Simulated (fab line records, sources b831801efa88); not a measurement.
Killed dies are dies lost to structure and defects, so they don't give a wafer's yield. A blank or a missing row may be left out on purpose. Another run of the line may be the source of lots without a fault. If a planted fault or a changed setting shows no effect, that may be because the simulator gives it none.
One fault through the eyes of 2 desks	flow gf180mcu	each desk has only its own numbers; what lay behind them comes last

== AT THE METROLOGY DESK ==
What the gauges read for every lot (on any tool): the sampled wafers with a number, averaged. Any lot whose mean is over 4 standard deviations away from the usual mean is out of limits and marked OUT; that distance is given in the brackets.
Columns: A = V2_W_THK at GF_V2_THK_MEAS_25, usual 363 nm; B = cdNm at GF_V3_CD_MEAS_14, usual 260.3 nm
lot	first seen here	A	B
L342	day 20 08:47	370	261.6
L343	day 21 01:43	364	258.5
L345	day 21 12:01	366	259.8
L344	day 21 14:23	369	261.0
L346	day 21 19:49	364	259.4
L347	day 22 10:44	367	261.8
L348	day 22 13:21	367	261.6
L349	day 23 04:26	354	260.6
L350	day 23 11:10	353	261.5
L351	day 23 19:38	360	260.9
L352	day 24 08:41	360	259.8
L360	day 26 16:22	350	260.6
L364	day 28 05:22	369	262.2
Finding of this desk: none of the 13 lots has anything out of limits.

== TOOL OWNER'S DESK, cmp-01 ==
The tool's own readings at GF_V3_CMP_04 (polishes SiO2): means of the sampled wafers that have a number, for each lot that ran on this tool. Any lot whose mean is over 4 standard deviations away from the usual mean is out of limits and marked OUT; that distance is given in the brackets.
Columns: A = motorCurrentA at GF_V3_CMP_04, usual 11.7 A; B = platenRpm at GF_V3_CMP_04, usual 60.01 rpm; C = timeToEndpointS at GF_V3_CMP_04, usual 81 s
lot	first seen here	A	B	C
L342	day 21 10:40	12.7	59.98	81
L345	day 22 13:17	11.5	60.02	83
L344	day 22 15:53	12.0	60.03	83
L346	day 22 21:26	12.4	60.00	84
L348	day 23 14:28	10.2	59.98	87
L349	day 24 04:50	11.0	60.02	81
L350	day 24 11:29	12.7	60.02	79
L352	day 25 08:08	13.4	60.01	76
L360	day 27 14:36	11.7	62.00 (+57) OUT	74
This desk's finding: out of limits on L360; first on L360, day 27 14:36 (platenRpm at GF_V3_CMP_04). L342, L345, L344, L346, L348, L349, L350, L352 stayed within limits.

== TAKEN TOGETHER ==
At day 27 14:36, on L360, the tool owner's desk was in a position to raise an alarm.
Metrology desk: nothing out of limits seen.
The metrology desk has L360 on record, within its limits.
The lots listed all ran GF_V3_CMP_04 on cmp-01.

== WHAT THE SIMULATOR HAD INSERTED ==
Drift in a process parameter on cmp-01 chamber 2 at GF_V3_CMP_04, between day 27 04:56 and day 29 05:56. Setting platenRpm, moved by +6, from 60. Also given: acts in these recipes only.
Shown lots that were struck: L360.
Each desk's first reading out of limits, in hours after the fault started: the tool owner's desk, 10.
